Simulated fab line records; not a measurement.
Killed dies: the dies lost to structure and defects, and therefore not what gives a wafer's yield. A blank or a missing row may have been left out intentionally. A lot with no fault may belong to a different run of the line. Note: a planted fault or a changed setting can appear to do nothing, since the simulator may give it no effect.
fab line records    flow sky130
record: lots: 12  wafers: 36  last-day: 50
route steps=708 shown SD_N@358 LI_CONTACT@377 LOCAL_INTERCONNECT@399 CONTACT@421 PAD_OPEN@708
lots that met no fault: taken from a fault-free run of the same line
start-h: start of the lot's first displayed wafer, in hours after the record's first day    wait-h: hours since the lot's step before    " unchanged from the row above    L1.1+2: one row covering several wafers at once    - no value, or no start given    * or withheld: withheld    < > ~ a bound
route shown NAME@n: a module of which the file shows steps, and the number in the route of the first    usual: mean and standard deviation over wafers with no fault    same: alike in all rows    chamber/n: place in a boat    sites: per-site readings    _std_site: standard deviation of those values    _edge_site: inner sites' mean taken away from outer sites' mean    radius-mm: for every site, how far away it sits from the centre of the wafer    mask NAME#n: copy n    behind: the most recent tool/chamber to have shaped the wafer    hold: why the lot was held/for how many hours/how that ended    device: the n, p or np transistor that did not switch    end of line: tests run on the same wafers once the route is complete    for a step that has no rows: nothing shown but its recipe    killed: at the first sort, the dies lost to defects and structure; wafer yield is something else    map: a wafer's dies, x killed, . not, _ none there
set.NAME: the run value of the setting; set.NAME@STEP: its run value at that earlier step    model.NAME: the simulator's own value behind a step, which no gauge read
a sample of lots followed through the steps of the route, with each step as a table and each wafer as a row
services: the hour from which a tool's chamber was out of use, counted from the record's first day as start-h (under 0 if before that day), plus the number of hours and why
== steps ==
step: SKY_SD_N_RS_MEAS_16
recipe: thk-meas-gauge: four-point-probe
usual: SD_N_RS: 68.61/0.12
lot.wafer  tool           chamber  start-h  wait-h  SD_N_RS[ohm/sq]
L281.1     film-metro-01  -        639.50   0.1     68.53
L281.2     "              -        "        "       68.48
L281.5     "              -        "        "       68.82
L282.1     film-metro-02  -        659.59   0.1     68.55
L282.3     "              -        "        "       68.66
L282.6     "              -        "        "       68.57
L287.3     film-metro-04  -        694.73   0.1     68.59
L287.4     "              -        "        "       68.64
L287.5     "              -        "        "       68.80
L288.2     film-metro-02  -        710.70   0.1     68.61
L288.3     "              -        "        "       68.56
L288.6     "              -        "        "       68.61
L293.1     film-metro-04  -        741.12   0.1     68.61
L293.2     "              -        "        "       68.61
L293.6     "              -        "        "       68.38
L294.1     film-metro-02  -        754.69   0.1     68.61
L294.2     "              -        "        "       68.77
L294.4     "              -        "        "       68.59
L298.3     film-metro-04  -        794.26   0.1     68.70
L298.4     "              -        "        "       68.80
L298.5     "              -        "        "       68.59
L299.1     film-metro-02  -        794.30   0.1     68.62
L299.4     "              -        "        "       68.59
L299.6     "              -        "        "       68.83
L300.1     film-metro-01  -        797.12   0.1     68.30
L300.3     "              -        "        "       68.68
L300.6     "              -        "        "       68.60
L301.2     film-metro-02  -        826.24   0.1     68.60
L301.3     "              -        "        "       68.43
L301.5     "              -        "        "       68.52
L303.1     film-metro-02  -        842.20   0.1     68.75
L303.2     "              -        "        "       68.73
L303.6     "              -        "        "       68.72
L302.2     film-metro-01  -        843.29   0.1     68.61
L302.4     "              -        "        "       68.45
L302.6     "              -        "        "       68.76
step: SKY_LI_CONTACT_ETCH_15
recipe: target: PSG  chemistry: C4F8/O2/Ar  stop-on: Si  taper-deg: 4.15  mask-material: KrF-thick  source-w: 1500  bias-w: 1200  pressure-mtorr: 40  c4f8-flow-sccm: withheld  O2_flow_sccm: 6  Ar_flow_sccm: 300  time-s: withheld  target-depth-a: 6000
usual: oes-product-au: 0.837/0.0043
lot.wafer  tool         chamber  start-h  wait-h  oes-product-au
L281.1     rie-diel-01  1        670.06   0.0     0.834
L281.2     "            0        "        "       0.834
L281.5     "            3        "        "       0.837
L282.1     rie-diel-04  0        688.81   0.0     0.835
L282.3     "            2        "        "       0.839
L282.6     "            2        "        "       0.835
L287.3     rie-diel-03  3        723.70   0.0     0.839
L287.4     "            2        "        "       0.840
L287.5     "            1        "        "       0.844
L288.2     rie-diel-01  0        739.66   0.0     0.809
L288.3     "            2        "        "       0.836
L288.6     "            2        "        "       0.839
L293.1     rie-diel-04  0        768.85   0.0     0.834
L293.2     "            3        "        "       0.839
L293.6     "            3        "        "       0.837
L294.1     rie-diel-04  0        782.35   0.0     0.831
L294.2     "            2        "        "       0.840
L294.4     "            3        "        "       0.840
L298.3     rie-diel-01  2        821.68   0.0     0.841
L298.4     "            1        "        "       0.834
L298.5     "            1        "        "       0.837
L299.1     rie-diel-01  3        822.61   0.0     0.832
L299.4     "            1        "        "       0.833
L299.6     "            2        "        "       0.827
L300.1     rie-diel-03  3        825.28   0.0     0.833
L300.3     "            1        "        "       0.840
L300.6     "            1        "        "       0.827
L301.2     rie-diel-03  1        853.51   0.0     0.835
L301.3     "            3        "        "       0.832
L301.5     "            1        "        "       0.839
L303.1     rie-diel-01  0        868.68   0.0     0.835
L303.2     "            1        "        "       0.837
L303.6     "            2        "        "       0.842
L302.2     rie-diel-01  2        870.35   0.0     0.832
L302.4     "            3        "        "       0.839
L302.6     "            2        "        "       0.841
step: SKY_LI_CONTACT_STRIP_16
recipe: chemistry: O2/N2  power-w: 1400  pressure-mtorr: 1500  platen-temp-c: withheld  o2-flow-sccm: 3000  n2-flow-sccm: 300  overash-fraction: 0.5
usual: drypump-motor-current-A: 5.80/0.26  oes-product-au: 0.376/0.0046  strip-time-to-endpoint-s: 3.50/0.038
lot.wafer  tool             chamber  start-h  wait-h  drypump-motor-current-A  oes-product-au  rf-hours-counter-h  strip-time-to-endpoint-s
L281.1     plasma-asher-03  1        670.15   -       5.67                     0.381           25                  3.46
L281.2     "                0        "        "       6.06                     0.382           25                  3.49
L281.5     "                1        "        "       5.69                     0.375           -                   3.50
L282.1     plasma-asher-02  1        688.90   -       5.47                     0.375           82                  3.51
L282.3     "                0        "        "       6.11                     0.370           -                   3.52
L282.6     "                1        "        "       5.49                     0.371           -                   3.50
L287.3     plasma-asher-04  1        723.82   -       5.95                     0.379           -                   3.54
L287.4     "                0        "        "       5.46                     0.377           -                   3.58
L287.5     "                0        "        "       5.54                     0.372           -                   3.52
L288.2     plasma-asher-03  0        739.75   -       6.06                     0.399           33                  4.00
L288.3     "                0        "        "       6.06                     0.379           -                   3.53
L288.6     "                0        "        "       6.07                     0.377           -                   3.52
L293.1     plasma-asher-04  0        768.94   -       5.49                     0.376           2                   3.53
L293.2     "                1        "        "       5.96                     0.375           2                   3.54
L293.6     "                0        "        "       5.54                     0.381           -                   3.56
L294.1     plasma-asher-02  0        782.44   -       6.10                     0.374           92                  3.54
L294.2     "                1        "        "       5.49                     0.374           92                  3.52
L294.4     "                0        "        "       6.13                     0.373           -                   3.56
L298.3     plasma-asher-04  1        821.80   -       5.97                     0.371           -                   3.43
L298.4     "                0        "        "       5.54                     0.374           -                   3.47
L298.5     "                0        "        "       5.52                     0.376           -                   3.44
L299.1     plasma-asher-03  1        822.70   -       5.67                     0.373           41                  3.43
L299.4     "                0        "        "       6.06                     0.369           -                   3.43
L299.6     "                1        "        "       5.67                     0.367           -                   3.47
L300.1     plasma-asher-02  0        825.36   -       6.12                     0.369           96                  3.49
L300.3     "                1        "        "       5.47                     0.379           -                   3.54
L300.6     "                0        "        "       6.14                     0.376           -                   3.52
L301.2     plasma-asher-03  1        853.60   -       5.71                     0.381           44                  3.53
L301.3     "                1        "        "       5.71                     0.375           -                   3.47
L301.5     "                0        "        "       6.07                     0.386           -                   3.53
L303.1     plasma-asher-02  0        868.76   -       6.11                     0.376           100                 3.48
L303.2     "                1        "        "       5.51                     0.374           100                 3.50
L303.6     "                0        "        "       6.13                     0.379           -                   3.50
L302.2     plasma-asher-04  0        870.44   -       5.51                     0.373           13                  3.52
L302.4     "                0        "        "       5.52                     0.369           -                   3.45
L302.6     "                0        "        "       5.47                     0.374           -                   3.49
step: SKY_LOCAL_INTERCONNECT_OVL_MEAS_12
usual: LOCAL_INTERCONNECT_OVL: 3/6.7
lot.wafer  tool        chamber  start-h  wait-h  LOCAL_INTERCONNECT_OVL[nm]
L281.1     overlay-01  -        699.37   0.1     -1
L281.2     "           -        "        "       1
L281.5     "           -        "        "       0
L282.1     overlay-01  -        718.58   0.1     -4
L282.3     "           -        "        "       -7
L282.6     "           -        "        "       1
L287.3     overlay-01  -        752.51   0.1     2
L287.4     "           -        "        "       0
L287.5     "           -        "        "       1
L288.3     overlay-01  -        767.98   0.1     10
L288.6     "           -        "        "       10
L293.1     overlay-01  -        797.63   0.1     7
L293.2     "           -        "        "       12
L293.6     "           -        "        "       3
L294.1     overlay-02  -        810.65   0.1     -1
L294.2     "           -        "        "       -2
L294.4     "           -        "        "       2
L298.3     overlay-02  -        848.60   0.1     16
L298.4     "           -        "        "       15
L298.5     "           -        "        "       7
L299.1     overlay-01  -        850.05   0.1     6
L299.4     "           -        "        "       -2
L299.6     "           -        "        "       -6
L300.1     overlay-02  -        852.22   0.1     6
L300.3     "           -        "        "       -5
L300.6     "           -        "        "       -4
L301.2     overlay-02  -        881.13   0.1     9
L301.3     "           -        "        "       14
L301.5     "           -        "        "       10
L303.1     overlay-02  -        895.85   0.1     7
L303.2     "           -        "        "       13
L303.6     "           -        "        "       9
L302.2     overlay-02  -        897.63   0.1     2
L302.4     "           -        "        "       8
L302.6     "           -        "        "       7
step: SKY_CONTACT_OVL_MEAS_15
usual: CONTACT_OVL: 1/6.4
lot.wafer  tool        chamber  start-h  wait-h  CONTACT_OVL[nm]
L281.1     overlay-01  -        728.53   0.1     -2
L281.2     "           -        "        "       -4
L281.5     "           -        "        "       0
L282.1     overlay-01  -        746.78   0.1     1
L282.3     "           -        "        "       -1
L282.6     "           -        "        "       -3
L287.3     overlay-01  -        781.24   0.1     -15
L287.4     "           -        "        "       0
L287.5     "           -        "        "       -9
L288.3     overlay-02  -        796.69   0.1     0
L288.6     "           -        "        "       -3
L293.1     overlay-02  -        825.88   0.1     12
L293.2     "           -        "        "       16
L293.6     "           -        "        "       18
L294.1     overlay-02  -        838.88   0.1     -8
L294.2     "           -        "        "       -8
L294.4     "           -        "        "       -3
L298.3     overlay-01  -        875.98   0.1     3
L298.4     "           -        "        "       3
L298.5     "           -        "        "       4
L299.1     overlay-02  -        876.88   0.1     3
L299.4     "           -        "        "       -1
L299.6     "           -        "        "       1
L300.1     overlay-02  -        878.98   0.1     1
L300.3     "           -        "        "       -3
L300.6     "           -        "        "       4
L301.2     overlay-01  -        908.38   0.1     1
L301.3     "           -        "        "       -1
L301.5     "           -        "        "       -8
L303.1     overlay-02  -        921.93   0.1     -2
L303.2     "           -        "        "       -2
L303.6     "           -        "        "       -3
L302.2     overlay-02  -        925.38   0.1     -1
L302.4     "           -        "        "       2
L302.6     "           -        "        "       2
step: SKY_PAD_OPEN_PROBE_99
usual: killed_at_M0_to_M3: 42/6.6  killed_at_M4_up: 3.1/1.9  killed-at-contacts: 24/5.6  killed-at-front-end: 15/4.8  killed-at-other: 0.3/0.48  killed-dies: 84/10  killed-on-rim: 16/3.9  killed-open: 47/6.8  killed-short: 37/6.8
same: gross-dies: 492  killed-at-back-side: 0
lot.wafer  tool       chamber  start-h  wait-h  killed_at_M0_to_M3  killed_at_M4_up  killed-at-contacts  killed-at-front-end  killed-at-other  killed-dies  killed-on-rim  killed-open  killed-short
L288.2     prober-02  -        1122.48  0.1     40                  4                433                 15                   0                492          96             49           37
L288.3     prober-02  -        1122.53  0.2     33                  10               17                  20                   0                80           12             41           39
L288.6     prober-02  -        1122.68  0.2     47                  3                20                  4                    0                74           7              38           36
L298.3     prober-02  -        1177.32  0.2     50                  2                35                  18                   0                105          23             58           47
killed by level:class
L288.2 LI_CONTACT:area-etch=406 VIA1:geometric-particle:open=11 CONTACT:geometric-particle:short=8 VIA3:geometric-particle:open=8 LI_CONTACT:geometric-particle:open=6 CONTACT:geometric-particle:open=5 METAL2:geometric-particle:short=5 FIELD_ISO:geometric-particle:short=4
L288.3 VIA1:geometric-particle:open=10 LI_CONTACT:geometric-particle:open=9 METAL4:geometric-particle:short=6 FIELD_ISO:geometric-particle:short=4 POLY_GATE:geometric-particle:short=4 POLY_GATE:geometric-particle:open=4 CONTACT:geometric-particle:open=4 VIA2:geometric-particle:open=4
L288.6 METAL1:geometric-particle:short=14 VIA1:geometric-particle:open=10 CONTACT:geometric-particle:open=9 VIA2:geometric-particle:open=8 LOCAL_INTERCONNECT:geometric-particle:short=4 VIA1:geometric-particle:short=4 METAL2:geometric-particle:short=4 VIA3:geometric-particle:open=4
L298.3 VIA1:geometric-particle:open=15 CONTACT:geometric-particle:open=13 CONTACT:geometric-particle:short=8 LI_CONTACT:geometric-particle:open=7 FIELD_ISO:geometric-particle:open=6 VIA2:geometric-particle:open=6 FIELD_ISO:geometric-particle:short=5 METAL1:geometric-particle:short=5
== services ==
tool             chamber  start-h  hours  kind
plasma-asher-02  -        646.47   9.9    repair
rie-diel-04      1        648.14   2.7    repair
rie-diel-04      -        654.05   1.4    repair
rie-diel-01      -        654.85   0.4    repair
rie-diel-04      -        658.98   1.5    repair
rie-diel-03      3        660.98   10.9   repair
plasma-asher-02  -        661.93   15.6   pm
plasma-asher-03  -        715.15   0.7    repair
rie-diel-04      -        715.38   2.8    pm
rie-diel-01      -        718.05   2.5    repair
plasma-asher-04  -        733.75   9.0    pm
plasma-asher-04  0        733.75   9.0    vent-cycle
plasma-asher-04  1        733.75   9.0    vent-cycle
plasma-asher-04  0        742.75   -      clean
rie-diel-04      -        749.66   0.5    repair
rie-diel-04      1        754.62   13.8   repair
rie-diel-03      -        758.68   14.6   pm
plasma-asher-04  -        760.96   0.4    repair
rie-diel-01      1        767.13   2.8    repair
rie-diel-03      0        774.26   1.4    repair
rie-diel-04      1        789.15   12.3   repair
rie-diel-01      1        797.37   5.7    repair
rie-diel-03      -        818.86   1.9    repair
rie-diel-03      2        843.82   6.0    repair
== key ==
first-sign: step: SKY_LI_CONTACT_ETCH_15  reading: oes-product-au  direction: down  sigmas: 6.5  usual: 0.837  struck: 0.809
effect: step: SKY_LI_CONTACT_STRIP_16  reading: strip-time-to-endpoint-s  direction: up  sigmas: 13  usual: *  struck: *
effect: step: SKY_PAD_OPEN_PROBE_99  reading: killed-at-contacts  direction: up  sigmas: 73  usual: 24  struck: 433
more-kills-born-at: SKY_LI_CONTACT_ETCH_15@rie-diel-01: 406
met-at SKY_LI_CONTACT_ETCH_15
struck-lots L288
struck-wafers L288.2
later-rows-left-out L288.2
tester-left-out L288
not-acting-at SKY_SD_N_RS_MEAS_16,SKY_LOCAL_INTERCONNECT_OVL_MEAS_12,SKY_CONTACT_OVL_MEAS_15
onset-between 670.06 739.66
fault: kind: process-parameter-drift  tool: rie-diel-01  chamber: 0  onset-h: 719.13  steps: SKY_LI_CONTACT_ETCH_15  channel: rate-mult  offset: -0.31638  shape: step  end-h: 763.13
tester-left-out: of these lots the tester's yield and bins aren't shown, on N5 and GAA mostly nor the transistor test; their killed dies are dies lost to structure and defects alone, not to doping, threshold or leakage, so they don't give the yield
later-rows-left-out: the simulator's readings of these wafers behind a module that went badly wrong aren't trusted and aren't shown, but for the sort
